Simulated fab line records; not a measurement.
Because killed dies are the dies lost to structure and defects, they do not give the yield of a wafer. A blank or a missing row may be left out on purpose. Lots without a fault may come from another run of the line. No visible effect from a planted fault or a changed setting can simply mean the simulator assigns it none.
Chamber matching	flow gf180mcu	GF_V5_CVD_02 on pecvd-02 has 3 sister chambers
The step deposits SiO2 from TEOS, target thk 1450 nm, time 163.28 s. 14 wafers are shown with their chamber, then 6 later ones without.

WAFERS PAIRED WITH THEIR CHAMBERS
wafer	chamber	heater-power-w (W)
L433.2	2	770
L433.3	0	658
L433.5	1	711
L434.4	0	581
L434.5	1	701
L434.6	2	839
L435.1	0	731
L435.2	1	760
L435.5	1	839
L436.1	1	862
L436.3	0	704
L436.5	2	780
L442.3	2	706
L442.4	0	704

SIGNATURES, as means of the wafers listed above
reading	chamber 0	chamber 1	chamber 2	scatter within a chamber
heater-power-w	675.60	774.60	773.75	63.5
Rule: for a wafer and a chamber, the distance is found by dividing, reading by reading, the gap between the wafer's reading and the chamber's mean by the reading's scatter, squaring, summing and taking the root. The wafer belongs to the nearest chamber; if the next one is less than 2 further off, it can't be placed. The scatter is the square root of a quotient: the sum, over the shown wafers, of each reading's squared deviation from its chamber's mean, divided by wafers minus chambers.

WAFERS WITHOUT THEIR CHAMBER
wafer	heater-power-w (W)
L443.2	834
L443.4	682
L443.5	734
L449.4	715
L449.5	696
L449.6	665

WHICH CHAMBER EACH WENT THROUGH
wafer	from the rows above	in truth
L443.2	can't be placed: 1 or 2 or 0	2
L443.4	can't be placed: 0 or 2 or 1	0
L443.5	can't be placed: 2 or 1 or 0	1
L449.4	can't be placed: 0 or 2 or 1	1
L449.5	can't be placed: 0 or 2 or 1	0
L449.6	can't be placed: 0 or 2 or 1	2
0 of 6 placed correctly. These rows do not allow placing 6 (true chamber among the candidates in 6). Number placed wrongly: 0.
